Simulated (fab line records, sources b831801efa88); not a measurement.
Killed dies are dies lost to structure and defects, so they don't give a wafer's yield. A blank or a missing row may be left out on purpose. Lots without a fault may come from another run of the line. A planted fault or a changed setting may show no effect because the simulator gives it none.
Chamber matching | flow gf180mcu | GF_V3_CVD_00 on hdpcvd-01: 3 sister chambers
The step deposits SiO2, target thk 600 nm, time 100 s. 6 wafers are shown with their chamber, then 8 later ones without.

WAFERS WITH THEIR CHAMBER
wafer  | chamber | sih4_flow_sccm (sccm)
L731.1 | 2       | 60.20
L731.5 | 0       | 59.78
L736.2 | 2       | 60.19
L736.4 | 0       | 59.73
L736.6 | 1       | 59.81
L743.1 | 1       | 60.35

WAFERS WITHOUT THEIR CHAMBER
wafer  | sih4_flow_sccm (sccm)
L743.3 | 59.69
L743.4 | 60.32
L744.1 | 59.54
L744.2 | 59.84
L744.3 | 60.17
L747.3 | 59.60
L747.5 | 60.17
L747.6 | 59.76

WHICH CHAMBER EACH WENT THROUGH
wafer  | from the rows above          | in truth
L743.3 | can't be placed: 0 or 1 or 2 | 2
L743.4 | can't be placed: 2 or 1 or 0 | 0
L744.1 | can't be placed: 0 or 1 or 2 | 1
L744.2 | can't be placed: 0 or 1 or 2 | 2
L744.3 | can't be placed: 2 or 1 or 0 | 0
L747.3 | can't be placed: 0 or 1 or 2 | 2
L747.5 | can't be placed: 2 or 1 or 0 | 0
L747.6 | can't be placed: 0 or 1 or 2 | 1
Placed correctly: 0 of 8. Can't be placed from these rows: 8 (the true chamber is among the candidates in 8). Placed wrongly: 0.
How it was worked out, from the rows above alone: a wafer's distance from a chamber is the root of the sum, over the readings, of the square of ((its reading less the chamber's mean) divided by the reading's scatter). The wafer belongs to the nearest chamber; if the next one is less than 2 further off, it can't be placed. A chamber's mean is the mean of its shown wafers. The scatter: the root of (the sum of the squares of (reading less its chamber's mean) over the shown wafers, divided by (wafers less chambers)).
